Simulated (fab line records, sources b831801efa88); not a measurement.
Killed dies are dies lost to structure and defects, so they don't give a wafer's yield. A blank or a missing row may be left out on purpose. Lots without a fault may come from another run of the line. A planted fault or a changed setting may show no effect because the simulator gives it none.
Which tool did it? | flow gf180mcu | 15 lots, 45 wafers sampled, at 3 steps of a route of 602

WHAT THE GAUGES READ, wafer by wafer
GF_V5_RS_MEAS_24: measures by four-point-probe. Usual: V5_W_RS 0.328 ohm/sq, standard deviation 0.0033.
lot  | measured     | on            | V5_W_RS (ohm/sq)  | flag
L790 | day 27 04:06 | film_metro-04 | 0.325 0.324 0.329 |
L791 | day 27 13:19 | film_metro-01 | 0.331 0.332 0.331 |
L792 | day 27 14:07 | film_metro-02 | 0.329 0.331 0.330 |
L793 | day 28 04:59 | film_metro-01 | 0.328 0.323 0.324 |
L794 | day 28 15:13 | film_metro-01 | 0.326 0.326 0.329 |
L795 | day 29 02:06 | film_metro-02 | 0.329 0.327 0.332 |
L796 | day 29 05:07 | film_metro-04 | 0.329 0.332 0.333 |
L797 | day 29 10:35 | film_metro-01 | 0.333 0.333 0.333 |
L804 | day 31 09:25 | film_metro-04 | 0.327 0.327 0.328 |
L806 | day 32 00:00 | film_metro-02 | 0.328 0.324 0.324 |
L808 | day 32 09:58 | film_metro-01 | 0.323 0.328 0.321 |
L809 | day 32 15:49 | film_metro-01 | 0.328 0.327 0.330 |
L810 | day 32 20:00 | film_metro-01 | 0.326 0.326 0.322 |
L811 | day 33 05:11 | film_metro-04 | 0.333 0.333 0.334 |
L813 | day 33 13:18 | film_metro-02 | 0.324 0.328 0.327 |

GF_PASSIVATION_THK_MEAS_03. Usual: PASSIVATION_CVD_02_THK 698 nm, standard deviation 9.2.
lot  | measured     | on            | PASSIVATION_CVD_02_THK (nm) | flag
L790 | day 28 01:50 | film_metro-04 | 686 700 704                 |
L791 | day 28 11:29 | film_metro-02 | 685 684 688                 |
L792 | day 28 12:17 | film_metro-03 | 695 687 690                 |
L793 | day 29 01:41 | film_metro-03 | 689 699 699                 |
L794 | day 29 12:12 | film_metro-03 | 688 710 705                 |
L795 | day 29 21:59 | film_metro-02 | 697 712 706                 |
L796 | day 30 02:26 | film_metro-03 | 693 687 699                 |
L797 | day 30 07:04 | film_metro-03 | 693 699 705                 |
L804 | day 32 04:31 | film_metro-04 | 687 700 707                 |
L806 | day 32 18:47 | film_metro-03 | 697 701 715                 |
L808 | day 33 03:26 | film_metro-03 | 698 714 710                 |
L809 | day 33 09:37 | film_metro-04 | 711 715 695                 |
L810 | day 33 13:49 | film_metro-02 | 690 700 704                 |
L811 | day 33 23:03 | film_metro-03 | 692 690 695                 |
L813 | day 34 07:13 | film_metro-02 | 695 702 704                 |

WHICH TOOL RAN EACH LOT (tool, then ch and the chambers of the sampled wafers, then the start)
lot  | GF_TOP_METAL_SPUTTER_04
L790 | pvd_sputter-03, day 27 04:58
L791 | pvd_sputter-02, day 27 14:25
L792 | pvd_sputter-02, day 27 15:19
L793 | pvd_sputter-03, day 28 05:39
L794 | pvd_sputter-02, day 28 15:53
L795 | pvd_sputter-04, day 29 02:43
L796 | pvd_sputter-02, day 29 05:46
L797 | pvd_sputter-04, day 29 11:16
L804 | pvd_sputter-02, day 31 10:03
L806 | pvd_sputter-03, day 32 00:40
L808 | pvd_sputter-02, day 32 10:38
L809 | pvd_sputter-04, day 32 16:26
L810 | pvd_sputter-03, day 32 20:38
L811 | pvd_sputter-04, day 33 05:50
L813 | pvd_sputter-02, day 33 13:56
- GF_TOP_METAL_SPUTTER_04: material TiN, target thk 25 nm, time 20.8 s.

WHAT THE TOOLS THEMSELVES READ (means of the sampled wafers that have a number; where no wafer has one, the mark that the record gives instead)
GF_TOP_METAL_SPUTTER_04. Usual: chamber_pressure_pa 0.4000 Pa, standard deviation 0.00078; throttle_valve_pct 29.3 %, standard deviation 0.94.
lot  | tool           | chamber_pressure_pa (Pa) | throttle_valve_pct (%) | flag
L790 | pvd_sputter-03 | 0.4000                   | 29.3                   |
L791 | pvd_sputter-02 | 0.4004                   | 29.0                   |
L792 | pvd_sputter-02 | 0.3997                   | 29.1                   |
L793 | pvd_sputter-03 | 0.4002                   | 29.2                   |
L794 | pvd_sputter-02 | 0.3996                   | 30.1                   |
L795 | pvd_sputter-04 | 0.4005                   | 28.8                   |
L796 | pvd_sputter-02 | 0.4000                   | 28.9                   |
L797 | pvd_sputter-04 | 0.4000                   | 29.1                   |
L804 | pvd_sputter-02 | 0.4001                   | 29.9                   |
L806 | pvd_sputter-03 | 0.3994                   | 29.2                   |
L808 | pvd_sputter-02 | 0.4007                   | 29.2                   |
L809 | pvd_sputter-04 | 0.3995                   | 28.8                   |
L810 | pvd_sputter-03 | 0.3998                   | 29.1                   |
L811 | pvd_sputter-04 | 0.4000                   | 29.1                   |
L813 | pvd_sputter-02 | 0.3997                   | 29.9                   |

THE ANSWER, worked out from the rows above alone
Rule: a lot is off if the mean of its wafers that have a number lies more than 3 standard deviations from the usual mean. A lot without any number at a reading at which 4 lots or more have one is off too. The other lots that the step has rows for count as sound. The gauges are gone through in route order, then the tools' own readings, and for those a lot's mean is taken as printed above. The first step at which some lot is off is used, and at that step the reading that is off furthest; a lot without a number counts as furthest.
No lot is off at any reading shown: from this, nothing can be told.

WHAT THE SIMULATOR HAD PUT IN
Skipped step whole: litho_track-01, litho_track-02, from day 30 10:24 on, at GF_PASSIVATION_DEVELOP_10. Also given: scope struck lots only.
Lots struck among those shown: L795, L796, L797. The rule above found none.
